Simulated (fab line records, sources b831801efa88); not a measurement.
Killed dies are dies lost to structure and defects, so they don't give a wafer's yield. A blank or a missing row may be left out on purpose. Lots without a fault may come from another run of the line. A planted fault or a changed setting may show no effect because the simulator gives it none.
fab line records | flow sky130
record lots=12 wafers=36 last_day=49
route steps=708 shown LI_CONTACT@376 VIA3@576 METAL4@598 PAD_OPEN@708
lots that met no fault: from a run of the same line without faults
start_h: hours from the record's first day to the start of the lot's first wafer shown | wait_h: hours since the lot's step before | " the same as in the row above | L1.1+2: a row that stands for several wafers | - no value, or no start given | * or withheld: withheld | < > ~ a bound
route shown NAME@n: a module of which the file shows steps, and the number in the route of the first | usual: mean/standard deviation of fault-free wafers | same: alike in all rows | chamber/n: place in a boat | sites: the reading at each site | _std_site: their standard deviation | _edge_site: outer sites' mean less inner sites' | radius_mm: how far each site lies from the wafer's centre | mask NAME#n: copy n | behind: the tool/chamber that last shaped the wafer | hold: why the lot was held/for how many hours/how that ended | device: the transistor (n, p or np) that didn't switch | end of line: the same wafers' tests at the end of the route | a step without rows: its recipe alone | killed: dies lost to structure and defects at the first sort, not the wafer's yield | map: a wafer's dies, x killed, . not, _ none there
set.NAME: the setting as run; set.NAME@STEP: as run at that earlier step | model.NAME: the simulator's own value behind a step, which no gauge read
steps of the route over a sample of lots; a table a step, a row a wafer
services: from which hour (start_h, from the record's first day; less than 0 if before it) a tool's chamber was out of use, for how many hours, and why
## steps
# step SKY_LI_CONTACT_ETCH_14
# recipe chemistry=N2/H2 target=BARC ion_energy_ev=200 source_w=500 bias_w=100 pressure_mtorr=30 n2_flow_sccm=100 h2_flow_sccm=200 stop_on=SiO2 time_s=45.9 target_depth_a=600
# usual drypump_motor_current_A=5.7/0.44 oes_product_au=0.855/0.0051 rf_fwd_power_W=495.5/2.1 throttle_valve_pct=13.225/0.009
# columns lot.wafer tool chamber start_h wait_h drypump_motor_current_A oes_product_au rf_fwd_power_W rf_hours_counter_h throttle_valve_pct
L418.1 rie_diel-04 1 670.75 0.0 5.6 0.852 495.3 11 13.226
L418.4 " 3 " " 5.0 0.857 496.4 - 13.222
L418.6 " 0 " " 6.3 0.854 494.4 - 13.231
L420.1 rie_diel-01 1 692.72 0.0 6.2 0.865 493.3 4 13.213
L420.2 " 3 " " 5.7 0.861 498.2 8 13.214
L420.4 " 0 " " 5.8 0.853 497.3 1 13.242
L421.1 rie_diel-04 2 699.42 0.0 5.6 0.858 494.0 35 13.229
L421.4 " 3 " " 5.1 0.846 497.1 10 13.228
L421.5 " 0 " " 6.4 0.851 490.7 - 13.227
L422.1 rie_diel-01 0 713.82 0.0 5.7 0.851 495.4 1 13.219
L422.2 " 1 " " 6.2 0.862 495.2 5 13.224
L422.6 " 1 " " 6.2 0.845 495.8 - 13.221
L423.1 rie_diel-04 3 718.87 0.0 5.1 0.860 498.4 11 13.221
L423.3 " 2 " " 5.5 0.850 496.6 35 13.228
L423.4 " 1 " " 5.7 0.851 496.1 12 13.227
L424.1 rie_diel-02 2 720.97 0.0 5.2 0.854 499.0 6 13.220
L424.5 " 2 " " 5.2 0.850 496.0 - 13.219
L424.6 " 3 " " 5.3 0.856 494.3 - 13.227
L426.1 rie_diel-04 0 738.22 0.0 6.4 0.858 495.3 47 13.238
L426.4 " 1 " " 5.6 0.852 495.3 13 13.234
L426.5 " 2 " " 5.5 0.855 494.3 - 13.234
L427.1 rie_diel-02 0 747.28 0.0 6.3 0.854 499.0 10 13.215
L427.3 " 3 " " 5.3 0.862 494.1 17 13.233
L427.6 " 3 " " 5.3 0.845 492.6 - 13.236
L428.2 rie_diel-01 2 754.67 0.0 6.3 0.847 494.6 3 13.222
L428.3 " 0 " " 5.6 0.853 493.9 2 13.229
L428.4 " 1 " " 6.2 0.857 494.3 6 13.229
L429.1 rie_diel-01 3 764.88 0.0 5.7 0.858 497.7 10 13.219
L429.2 " 2 " " 6.3 0.858 491.1 3 13.229
L429.4 " 1 " " 6.2 0.848 494.6 6 13.234
L437.1 rie_diel-02 3 820.02 0.0 5.3 0.854 495.6 18 13.223
L437.5 " 2 " " 5.2 0.857 498.6 - 13.224
L437.6 " 1 " " 6.0 0.853 496.1 - 13.215
L439.2 rie_diel-04 0 834.57 0.0 6.3 0.848 496.3 2 13.221
L439.3 " 2 " " 5.6 0.846 496.1 0 13.221
L439.4 " 1 " " 5.6 0.860 495.3 16 13.229
# step SKY_VIA3_BOW_MEAS_03
# recipe mode=bow
# usual VIA3_BOW=75/8.1
# columns lot.wafer tool chamber start_h wait_h VIA3_BOW[um]
L418.1 film_metro-02 - 897.14 0.1 84
L418.4 " - " " 84
L418.6 " - " " 69
L420.1 film_metro-02 - 917.29 0.1 74
L420.2 " - " " 75
L420.4 " - " " 66
L421.1 film_metro-04 - 922.60 0.2 71
L421.4 " - " " 73
L421.5 " - " " 79
L422.1 film_metro-03 - 937.31 0.1 93
L422.2 " - " " 87
L422.6 " - " " 82
L423.1 film_metro-02 - 941.30 0.1 74
L423.3 " - " " 69
L423.4 " - " " 68
L424.1 film_metro-02 - 943.75 0.1 77
L424.5 " - " " 76
L424.6 " - " " 66
L426.1 film_metro-02 - 957.32 0.2 78
L426.4 " - " " 65
L426.5 " - " " 69
L427.1 film_metro-02 - 971.82 0.1 88
L427.3 " - " " 79
L427.6 " - " " 88
L428.2 film_metro-02 - 974.08 0.2 91
L428.3 " - " " 82
L428.4 " - " " 72
L429.1 film_metro-04 - 980.67 0.1 69
L429.2 " - " " 90
L429.4 " - " " 79
L437.1 film_metro-04 - 1031.74 0.2 74
L437.5 " - " " 77
L437.6 " - " " 73
L439.2 film_metro-04 - 1045.14 0.2 90
L439.3 " - " " 94
L439.4 " - " " 89
# step SKY_METAL4_SPUTTER_00
# recipe material=Ti target_thk_nm=15 power_w=3000 time_s=10 chamber_pressure_pa=0.4
# usual throttle_valve_pct=30.2/1.1
# columns lot.wafer tool chamber start_h wait_h throttle_valve_pct
L418.1 pvd_sputter-04 - 923.74 0.2 32.2
L418.4 " - " " 30.3
L418.6 " - " " 30.9
L420.1 pvd_sputter-04 - 943.45 0.2 30.2
L420.2 " - " " 30.7
L420.4 " - " " 30.2
L421.1 pvd_sputter-02 - 948.98 0.1 32.1
L421.4 " - " " 29.5
L421.5 " - " " 29.6
L422.1 pvd_sputter-02 - 963.13 0.1 32.1
L422.2 " - " " 29.7
L422.6 " - " " 29.3
L423.1 pvd_sputter-04 - 967.13 0.2 29.9
L423.3 " - " " 29.9
L423.4 " - " " 31.9
L424.1 pvd_sputter-03 - 969.38 0.2 29.6
L424.5 " - " " 28.2
L424.6 " - " " 29.8
L426.1 pvd_sputter-03 - 982.93 0.1 29.4
L426.4 " - " " 29.9
L426.5 " - " " 29.1
L427.1 pvd_sputter-04 - 996.94 0.2 31.9
L427.3 " - " " 30.5
L427.6 " - " " 32.2
L428.2 pvd_sputter-02 - 999.80 0.2 31.7
L428.3 " - " " 29.3
L428.4 " - " " 29.2
L429.1 pvd_sputter-04 - 1005.13 0.1 30.0
L429.2 " - " " 32.1
L429.4 " - " " 30.0
L437.1 pvd_sputter-03 - 1055.23 0.1 29.7
L437.5 " - " " 29.0
L437.6 " - " " 29.7
L439.2 pvd_sputter-04 - 1067.51 0.1 30.1
L439.3 " - " " 30.9
L439.4 " - " " 32.0
# step SKY_METAL4_DESCUM_15
# recipe chemistry=O2 source_power_w=150 bias_power_w=0 pressure_mtorr=10 temp_c=40 time_s=8
# usual drypump_motor_current_A=5.7/0.36 oes_product_au=0.999/0.0092 rf_fwd_power_W=146.8/0.91
# columns lot.wafer tool chamber start_h wait_h drypump_motor_current_A oes_product_au rf_fwd_power_W rf_hours_counter_h
L418.1 rie_metal-02 0 972.93 0.0 5.2 0.996 146.3 5
L418.4 " 0 " " 5.1 1.002 146.5 -
L418.6 " 0 " " 5.1 1.011 146.8 -
L420.1 rie_metal-02 1 992.48 0.0 5.6 0.998 149.1 11
L420.2 " 0 " " 5.1 0.995 147.1 6
L420.4 " 0 " " 5.1 1.000 146.7 -
L421.1 rie_metal-02 0 997.69 0.0 5.2 1.000 146.1 6
L421.4 " 0 " " 5.2 0.992 146.6 -
L421.5 " 0 " " 5.2 1.009 147.5 -
L422.1 rie_metal-02 1 1011.73 0.0 5.6 1.001 148.4 12
L422.2 " 0 " " 5.2 1.009 144.9 7
L422.6 " 0 " " 5.1 1.023 145.3 -
L423.1 rie_metal-04 0 1015.83 0.0 5.7 0.994 147.2 13
L423.3 " 0 " " 5.7 0.996 147.9 -
L423.4 " 1 " " 5.4 1.009 147.2 -
L424.1 rie_metal-04 1 1017.62 0.0 5.4 1.003 145.9 11
L424.5 " 0 " " 5.7 0.990 148.1 -
L424.6 " 1 " " 5.4 1.001 145.4 -
L426.1 rie_metal-03 1 1031.13 0.0 6.3 0.992 145.9 8
L426.4 " 1 " " 6.3 0.991 146.8 -
L426.5 " 1 " " 6.3 0.983 146.2 -
L427.1 rie_metal-03 0 1043.82 0.0 5.7 0.986 146.4 1
L427.3 " 1 " " 6.3 0.993 146.7 -
L427.6 " 0 " " 5.7 0.989 145.5 -
L428.2 rie_metal-02 1 1046.14 0.0 5.6 0.993 148.3 14
L428.3 " 1 " " 5.6 0.990 148.0 -
L428.4 " 0 " " 5.1 1.003 145.6 -
L429.1 rie_metal-03 0 1050.54 0.0 5.7 0.995 146.0 1
L429.2 " 1 " " 6.2 0.988 146.6 9
L429.4 " 1 " " 6.3 0.984 147.3 -
L437.1 rie_metal-03 1 1097.97 0.0 6.3 0.997 145.8 12
L437.5 " 1 " " 6.3 1.001 146.3 -
L437.6 " 0 " " 5.7 1.010 146.1 -
L439.2 rie_metal-02 1 1109.34 0.0 5.6 1.002 147.1 18
L439.3 " 0 " " 5.2 1.002 146.0 -
L439.4 " 1 " " 5.6 1.006 147.5 -
# step SKY_PAD_OPEN_PROBE_99
# usual killed_at_M0_to_M3=43/6.4 killed_at_M4_up=2.8/1.7 killed_at_contacts=24/5.5 killed_at_front_end=15/4 killed_at_other=0.3/0.54 killed_dies=86/9.1 killed_open=47/6.6 killed_short=39/6.2
# same gross_dies=492 killed_at_back_side=0
# columns lot.wafer tool chamber start_h wait_h killed_at_M0_to_M3 killed_at_M4_up killed_at_contacts killed_at_front_end killed_at_other killed_dies killed_open killed_short
L437.1 prober-01 - 1178.39 0.1 33 3 37 13 0 86 45 41
L437.5 prober-01 - 1178.59 0.2 43 2 17 12 0 74 40 34
L437.6 prober-01 - 1178.64 0.2 38 1 86 9 0 134 35 30
# killed by level:class
L437.1 CONTACT:geometric_particle:open=13 LI_CONTACT:geometric_particle:open=10 VIA1:geometric_particle:open=7 LI_CONTACT:geometric_particle:short=6 CONTACT:geometric_particle:short=5 METAL1:geometric_particle:short=4 VIA2:geometric_particle:short=4 FIELD_ISO:geometric_particle:short=3
L437.5 VIA1:geometric_particle:open=10 CONTACT:geometric_particle:open=9 VIA2:geometric_particle:open=7 VIA1:geometric_particle:short=6 FIELD_ISO:geometric_particle:short=4 POLY_GATE:geometric_particle:open=4 METAL1:geometric_particle:short=4 METAL2:geometric_particle:short=4
L437.6 LI_CONTACT:unspecified=69 VIA3:geometric_particle:open=8 VIA1:geometric_particle:short=6 METAL1:geometric_particle:short=5 LI_CONTACT:geometric_particle:open=5 VIA1:geometric_particle:open=5 CONTACT:geometric_particle:short=4 VIA2:geometric_particle:open=4
## services
# columns tool chamber start_h hours kind
rie_diel-04 2 664.35 6.6 repair
pvd_sputter-04 - 668.62 3.5 repair
rie_metal-03 - 674.80 0.7 repair
pvd_sputter-04 - 685.52 3.8 repair
rie_diel-01 1 694.38 3.8 repair
rie_metal-02 0 695.24 32.2 repair
pvd_sputter-04 - 698.36 1.0 repair
rie_metal-03 - 723.67 0.5 repair
rie_diel-01 1 725.57 6.5 repair
rie_diel-01 3 760.04 3.0 repair
rie_metal-02 - 769.91 0.5 repair
rie_diel-01 - 810.39 0.5 repair
rie_diel-01 2 843.48 1.4 repair
rie_diel-01 3 886.44 6.0 repair
rie_diel-04 - 902.22 1.0 repair
rie_diel-01 3 913.66 3.6 repair
rie_diel-01 - 936.23 0.5 repair
rie_diel-04 3 940.13 7.7 repair
rie_metal-03 0 944.44 4.7 repair
pvd_sputter-04 - 970.30 1.8 repair
rie_diel-01 - 972.56 0.2 repair
rie_diel-04 2 978.62 5.9 repair
rie_metal-02 1 996.22 2.9 repair
pvd_sputter-04 - 1020.62 3.2 repair
## key
first_sign step=SKY_PAD_OPEN_PROBE_99 reading=killed_at_contacts direction=up sigmas=11 usual=24 struck=86
effect step=SKY_PAD_OPEN_PROBE_99 reading=killed_dies direction=up sigmas=5.3 usual=86 struck=134
met_at SKY_LI_CONTACT_ETCH_14
struck_lots L437
struck_wafers L437.6
tester_left_out L437
not_acting_at SKY_VIA3_BOW_MEAS_03,SKY_METAL4_SPUTTER_00,SKY_METAL4_DESCUM_15
fault kind=chamber_particle_source tool=rie_diel-02 chamber=1 onset_h=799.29 steps=SKY_LI_CONTACT_ETCH_14 rate_per_visit_cm2=2.2448 end_h=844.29
# tester_left_out: of these lots the tester's yield and bins aren't shown, on N5 and GAA mostly nor the transistor test; their killed dies are dies lost to structure and defects alone, not to doping, threshold or leakage, so they don't give the yield
